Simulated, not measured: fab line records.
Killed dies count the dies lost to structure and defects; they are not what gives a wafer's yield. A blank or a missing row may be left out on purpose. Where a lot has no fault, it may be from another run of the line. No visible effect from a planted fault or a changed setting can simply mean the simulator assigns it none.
Which tool is to blame?	flow gf180mcu	Sampling: 11 lots, 32 wafers, 7 of 602 route steps

WHAT EACH GAUGE READ, for each wafer
GF_V5_THK_MEAS_01.
lot	measured	on	V5_CVD_00_THK (nm)
L407	day 26 11:14	film-metro-03	299 301 300
L408	day 26 23:30	film-metro-03	300 296 299
L409	day 27 03:20	film-metro-02	301 301 299
L412	day 28 03:53	film-metro-01	299 295 298
L416	day 29 07:04	film-metro-02	305 305
L417	day 29 18:20	film-metro-02	298 301 297
L421	day 30 20:37	film-metro-03	301 300 298
L424	day 31 11:37	film-metro-03	305 302 301
L426	day 32 00:00	film-metro-01	301 305 302
L429	day 32 13:58	film-metro-01	301 300 304
L430	day 32 19:35	film-metro-03	299 301 298

GF_V5_RS_MEAS_24: measures by four-point-probe.
lot	measured	on	V5_W_RS (ohm/sq)
L407	day 27 08:45	film-metro-01	0.323 0.324 0.326
L408	day 27 21:22	film-metro-03	0.331 0.325 0.329
L409	day 28 01:31	film-metro-03	0.325 0.326 0.324
L412	day 29 01:17	film-metro-03	0.325 0.328 0.328
L416	day 30 03:09	film-metro-03	0.330 0.249
L417	day 30 14:22	film-metro-03	0.248 0.249 0.323
L421	day 31 16:06	film-metro-02	0.321 0.320 0.324
L424	day 32 06:27	film-metro-02	0.327 0.320 0.322
L426	day 32 20:09	film-metro-02	0.325 0.329 0.332
L429	day 33 07:10	film-metro-01	0.323 0.321 0.329
L430	day 33 13:03	film-metro-03	0.330 0.334 0.327

GF_V5_THK_MEAS_25: measures by xrf.
lot	measured	on	V5_W_THK (nm)
L407	day 27 08:52	film-metro-01	354 353 352
L408	day 27 21:28	film-metro-03	356 363 360
L409	day 28 01:38	film-metro-03	360 359 363
L412	day 29 01:24	film-metro-03	358 358 356
L416	day 30 03:16	film-metro-03	354 471
L417	day 30 14:29	film-metro-03	468 473 362
L421	day 31 16:13	film-metro-02	366 368 363
L424	day 32 06:34	film-metro-02	357 363 362
L426	day 32 20:15	film-metro-02	361 356 352
L429	day 33 07:17	film-metro-01	361 363 355
L430	day 33 13:10	film-metro-03	357 352 361

GF_TOP_METAL_CD_MEAS_14 targets a cd of 440 nm.
lot	measured	on	cd-nm (nm)
L407	day 28 05:16	cd-sem-02	440.1 438.8 437.7
L408	day 28 17:14	cd-sem-02	439.1 440.9 438.4
L409	day 28 21:44	cd-sem-01	438.2 438.9 441.1
L412	day 29 21:20	cd-sem-01	444.1 440.8 443.3
L416	day 30 21:29	cd-sem-01	437.1 433.7
L417	day 31 08:46	cd-sem-01	438.1 436.7 436.7
L421	day 32 09:04	cd-sem-01	442.1 439.7 440.4
L424	day 33 00:05	cd-sem-02	438.4 438.2 438.4
L426	day 33 12:44	cd-sem-01	441.6 441.3 442.6
L429	day 33 22:47	cd-sem-02	441.7 440.5 440.4
L430	day 34 05:13	cd-sem-02	441.8 442.5 444.5

WHAT TOOL EACH LOT RAN ON (gives the tool, then ch and the chambers of the sampled wafers, and finally the start)
lot	GF_MIM_STRIP_20	GF_V5_CVD_23	GF_V5_CMP_26
L407	plasma-asher-04 ch 0, day 25 11:46	cvd-w-02 ch 0,1, day 27 08:38	cmp-02 ch 0,3, day 27 08:59
L408	plasma-asher-02 ch 0,1, day 26 01:06	cvd-w-01 ch 0,1, day 27 21:15	cmp-02 ch 0,1,3, day 27 21:37
L409	plasma-asher-03 ch 1, day 26 05:04	cvd-w-02 ch 0,1, day 28 01:25	cmp-02 ch 0,2, day 28 01:45
L412	plasma-asher-03 ch 0,1, day 27 06:37	cvd-w-02 ch 0,1, day 29 01:10	cmp-01 ch 0,1,3, day 29 01:36
L416	plasma-asher-04 ch 1, day 28 10:40	cvd-w-02 ch 0,1, day 30 03:02	cmp-01 ch 3, day 30 03:20
L417	plasma-asher-02 ch 0,1, day 28 22:07	cvd-w-02 ch 0,1, day 30 14:14	cmp-01 ch 0,1,2, day 30 14:32
L421	plasma-asher-04 ch 0,1, day 30 00:49	cvd-w-01 ch 0,1, day 31 15:59	cmp-01 ch 0,3, day 31 16:17
L424	plasma-asher-04 ch 0,1, day 30 16:34	cvd-w-01 ch 0,1, day 32 06:20	cmp-02 ch 0,1,3, day 32 06:58
L426	plasma-asher-04 ch 0,1, day 31 05:30	cvd-w-01 ch 0,1, day 32 20:02	cmp-01 ch 0,3, day 32 20:17
L429	plasma-asher-03 ch 0,1, day 31 20:55	cvd-w-01 ch 0,1, day 33 07:03	cmp-02 ch 0,2,3, day 33 07:30
L430	plasma-asher-04 ch 0,1, day 32 02:58	cvd-w-02 ch 0,1, day 33 12:55	cmp-01 ch 0,2,3, day 33 13:13
- GF_MIM_STRIP_20: strips in O2/N2.
- GF_V5_CVD_23: deposits W, target thk 350 nm, time 104.9 s.
- GF_V5_CMP_26: polishes, stops on SiO2, t overpolish 15 s, target thk 0 nm.

AS READ BY THE TOOLS THEMSELVES (means over the sampled wafers that have a number; for cases with no such wafer, the mark the record gives instead)
GF_MIM_STRIP_20.
lot	tool	drypump-motor-current-A (A)	heater-power-w (W)	oes-product-au (a.u.)	strip-time-to-endpoint-s (s)
L407	plasma-asher-04	5.72	349	0.691	11.18
L408	plasma-asher-02	5.96	355	0.686	11.22
L409	plasma-asher-03	6.03	333	0.693	11.28
L412	plasma-asher-03	5.86	339	0.694	11.18
L416	plasma-asher-04	5.95	328	0.692	11.16
L417	plasma-asher-02	5.95	358	0.690	11.26
L421	plasma-asher-04	5.80	335	0.693	11.29
L424	plasma-asher-04	5.78	338	0.689	11.14
L426	plasma-asher-04	5.87	326	0.693	11.23
L429	plasma-asher-03	5.65	337	0.688	11.21
L430	plasma-asher-04	5.88	329	0.695	11.21

GF_V5_CVD_23.
lot	tool	heater-power-w (W)	susceptor-temp-C (C)
L407	cvd-w-02	889	400.09
L408	cvd-w-01	875	399.95
L409	cvd-w-02	841	399.94
L412	cvd-w-02	879	400.09
L416	cvd-w-02	870	400.03
L417	cvd-w-02	845	399.96
L421	cvd-w-01	865	399.99
L424	cvd-w-01	883	400.05
L426	cvd-w-01	874	399.77
L429	cvd-w-01	866	399.99
L430	cvd-w-02	842	400.05

GF_V5_CMP_26.
lot	tool	motor-current-A (A)	time-to-endpoint-s (s)
L407	cmp-02	10.5	89
L408	cmp-02	11.3	83
L409	cmp-02	10.2	84
L412	cmp-01	9.9	83
L416	cmp-01	9.5	100
L417	cmp-01	9.7	101
L421	cmp-01	9.7	86
L424	cmp-02	11.0	90
L426	cmp-01	9.7	91
L429	cmp-02	10.2	82
L430	cmp-01	9.6	88

THE ANSWER, worked out from the rows above alone
Rule: the lots themselves supply what counts as usual. The widest of any qualifying gaps counts: lots, ordered by their means at a reading, are off when they make up no more than a third of the lots, leave a main group of 4 or more, and stand apart from it by 3 or more times the standard deviation of that group's means. A main group is skipped when, at the precision printed for the reading in the tables above, its means are all equal. Also off: a lot with no number at a reading for which 4 or more lots have one. All remaining lots with rows at the step are treated as sound. First the gauges in route order, then the tools' own readings, where a lot's mean is used as printed above. At the first step where some lot is off, the reading lying furthest off is the one used; lots without a number count as furthest.
Off: at GF_V5_RS_MEAS_24 (V5_W_RS), L416, L417. Mean 0.326 ohm/sq and standard deviation 0.0027 in the main group.
A tool fits if, at a process step before that reading, it ran every lot that is off, and no sound lot after the first of them. Gauges at GF_V5_RS_MEAS_24: tried the same way as those tools. None of those tried fits.

WHAT THE SIMULATOR PUT IN
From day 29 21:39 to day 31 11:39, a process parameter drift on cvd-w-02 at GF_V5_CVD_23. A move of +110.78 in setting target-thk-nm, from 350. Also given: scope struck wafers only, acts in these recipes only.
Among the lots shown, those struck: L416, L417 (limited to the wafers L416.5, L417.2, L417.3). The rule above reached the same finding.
